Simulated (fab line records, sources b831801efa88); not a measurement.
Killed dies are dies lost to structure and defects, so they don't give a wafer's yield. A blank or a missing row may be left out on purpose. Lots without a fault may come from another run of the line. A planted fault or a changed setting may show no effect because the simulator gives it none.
A struck lot beside a sound one | flow sky130 | 43 steps out of a route of 708
Sound: wafers L138.3, L138.5, L138.6. Struck: wafer L140.4. (L140.2, L140.3 of the same lot were not struck and are left out.) The cause comes at the end.
At each step with rows: each side's tool, then ch and its chambers, then its first start. Under that, the readings that differ: sound wafers | struck wafers | difference of the means | sigmas: that difference in standard deviations of wafers without a fault.
alike: readings whose means differ by less than 2 such deviations, and words and numbers that are the same on both sides. not compared: withheld readings, readings that some wafer has no value for, bounds like >300 that may hide the same value, and numbers for which the record gives no deviation and whose values overlap.
The two part at a step that has a row with sigmas, a row that says differs or no value, or rows on one side only. Numbers that don't overlap but have no deviation are shown without sigmas and don't part them. A reading that every wafer of one side lacks parts them only if that side has two wafers or more.

first, 8 steps without rows for these wafers: SKY_CONTACT_ETCH_16 (etches BARC in N2/H2, stops on SiO2, time 45.9 s, target depth 60 nm); SKY_CONTACT_ETCH_17 (etches SiO2 in C4F8/O2/Ar, stops on Si3N4, target depth 340 nm); SKY_CONTACT_ETCH_18 (etches Si3N4 in CHF3/O2, stops on TiN, time 39 s, target depth 75 nm); SKY_CONTACT_STRIP_19 (strips in O2/N2); SKY_CONTACT_STRIP_20 (strips in post etch residue remover, time 1200 s); SKY_CONTACT_CLEAN_21 (cleans in IPA, time 180 s); SKY_CONTACT_CLEAN_22 (cleans in O3/DIW); SKY_CONTACT_SPUTTER_23 (material TiN, target thk 20 nm, time 80 s).
SKY_CONTACT_CVD_24: deposits W, target thk 340 nm, time 102.12 s.
  sound on cvd_w-02 ch 0,1, day 31 21:47; struck on cvd_w-01 ch 1, day 32 11:59
  alike: heater_power_w
SKY_CONTACT_RS_MEAS_25: measures by four-point-probe.
  sound on film_metro-02, day 31 21:54; struck on film_metro-04, day 32 12:07
  alike: CONTACT_W_RS
SKY_CONTACT_THK_MEAS_26: measures by xrf.
  sound on film_metro-02, day 31 22:00; struck on film_metro-04, day 32 12:13
  alike: CONTACT_W_THK
SKY_CONTACT_CMP_27: polishes, stops on SiO2, t overpolish 15 s, target thk 0 nm.
  sound on cmp-01 ch 1,2,3, day 31 22:08; struck on cmp-02 ch 0, day 32 12:16
  alike: motor_current_A, overpolish_run_s, slurry_filter_dp_kPa, slurry_flow_ml_min, time_to_endpoint_s
SKY_METAL1_SPUTTER_00: material Ti, target thk 15 nm, time 10 s.
  sound on pvd_sputter-03, day 31 22:20; struck on pvd_sputter-03, day 32 12:34
  alike: throttle_valve_pct
SKY_METAL1_SPUTTER_01: material TiN, target thk 20 nm, time 16.7 s.
  sound on pvd_sputter-03, day 31 22:22; struck on pvd_sputter-03, day 32 12:35
  alike: throttle_valve_pct
SKY_METAL1_SPUTTER_02: material AlCu, target thk 250 nm, time 13.3 s.
  sound on pvd_sputter-03, day 31 22:23; struck on pvd_sputter-03, day 32 12:37
  alike: throttle_valve_pct
then, 2 steps without rows for these wafers: SKY_METAL1_SPUTTER_03 (material Ti, target thk 5 nm, time 3.3 s); SKY_METAL1_SPUTTER_04 (material TiN, target thk 70 nm, time 58.3 s).
SKY_METAL1_RS_MEAS_05: measures by four-point-probe.
  sound on film_metro-02, day 31 22:31; struck on film_metro-02, day 32 12:44
  alike: METAL1_ALCU_RS
SKY_METAL1_THK_MEAS_06: measures by xrf.
  sound on film_metro-02, day 31 22:37; struck on film_metro-02, day 32 12:50
  alike: METAL1_ALCU_THK
then, 8 steps without rows for these wafers: SKY_METAL1_DEHYDRATE_07 (time 60 s); SKY_METAL1_HMDS_08 (prime time 60 s); SKY_METAL1_COAT_09 (resist thk 60 nm); SKY_METAL1_COAT_10 (resist thk 450 nm); SKY_METAL1_SOFTBAKE_11 (time 90 s); SKY_METAL1_EXPOSE_12 (exposes mask MM1, target cd 140 nm); SKY_METAL1_PEB_13; SKY_METAL1_DEVELOP_14 (develop time 60 s).
SKY_METAL1_CD_MEAS_15: target cd 140 nm.
  sound on cd_sem-02, day 33 01:47; struck on cd_sem-01, day 33 15:32
  alike: cd_nm
SKY_METAL1_OVL_MEAS_16:
  sound on overlay-02, day 33 01:52; struck on overlay-01, day 33 15:39
  alike: METAL1_OVL
then, 8 steps without rows for these wafers: SKY_METAL1_DESCUM_17 (chemistry O2, time 8 s); SKY_METAL1_ETCH_18 (etches BARC in N2/H2, stops on SiO2, time 45.9 s, target depth 60 nm); SKY_METAL1_METAL_ETCH_19 (etches the open film in Cl2/BCl3, stops on SiO2, target depth 360 nm, time 78 s); SKY_METAL1_STRIP_20 (strips in O2/N2); SKY_METAL1_STRIP_21 (strips in post etch residue remover, time 1200 s); SKY_METAL1_CLEAN_22 (cleans in IPA, time 180 s); SKY_METAL1_CLEAN_23 (cleans in O3/DIW); SKY_VIA1_HDPCVD_00 (deposits SiO2, target thk 1030 nm, time 171.7 s).
SKY_VIA1_THK_MEAS_01:
  sound on film_metro-04, day 33 02:49; struck on film_metro-03, day 33 17:53
  reading              | sound          | struck | difference | sigmas
  VIA1_HDPCVD_THK (nm) | 1045 1032 1037 | 1015   | -23        | -2
SKY_VIA1_CMP_02: polishes SiO2.
  sound on cmp-02 ch 0,2,3, day 33 02:58; struck on cmp-01 ch 2, day 33 17:56
  alike: motor_current_A, slurry_filter_dp_kPa, slurry_flow_ml_min
SKY_VIA1_BOW_MEAS_03:
  sound on film_metro-01, day 33 03:12; struck on film_metro-01, day 33 18:15
  alike: VIA1_BOW
then, 2 steps without rows for these wafers: SKY_VIA1_DEHYDRATE_04 (time 60 s); SKY_VIA1_HMDS_05 (prime time 60 s).
-- the record jumps here: 13 days lie between the struck wafers' starts before and after (it left off in module VIA1 and takes up again in module PAD_OPEN, whose first step shown is number 708 of the route) --
SKY_PAD_OPEN_PROBE_99:
  sound on prober-01, day 46 01:13; struck on prober-01, day 46 10:14
  reading                               | sound               | struck | difference | sigmas
  killed_at_M4_up                       | 8 6 4               | 0      | -6         | -4
  sort_bin_3_pad_short (%)              | 0.8 0.6 0.2         | 1.8    | +1.3       | +3
  model.etest.tester.sort_bin_3_pct (%) | 0.813 0.6098 0.2033 | 1.829  | +1.287     |
  alike: defect_limited_yield, killed_at_M0_to_M3, killed_at_contacts, killed_at_front_end, killed_at_other, killed_dies, killed_open, killed_short, sort_bin_5_function, sort_bin_6_memory, sort_n_pass, sort_yield_pct
  not compared: model.etest.tester.sort_n_pass, model.etest.tester.sort_yield_pct

WHERE THEY PART
First at SKY_VIA1_THK_MEAS_01; last, within this record, at SKY_PAD_OPEN_PROBE_99.

WHY: what the simulator had put in
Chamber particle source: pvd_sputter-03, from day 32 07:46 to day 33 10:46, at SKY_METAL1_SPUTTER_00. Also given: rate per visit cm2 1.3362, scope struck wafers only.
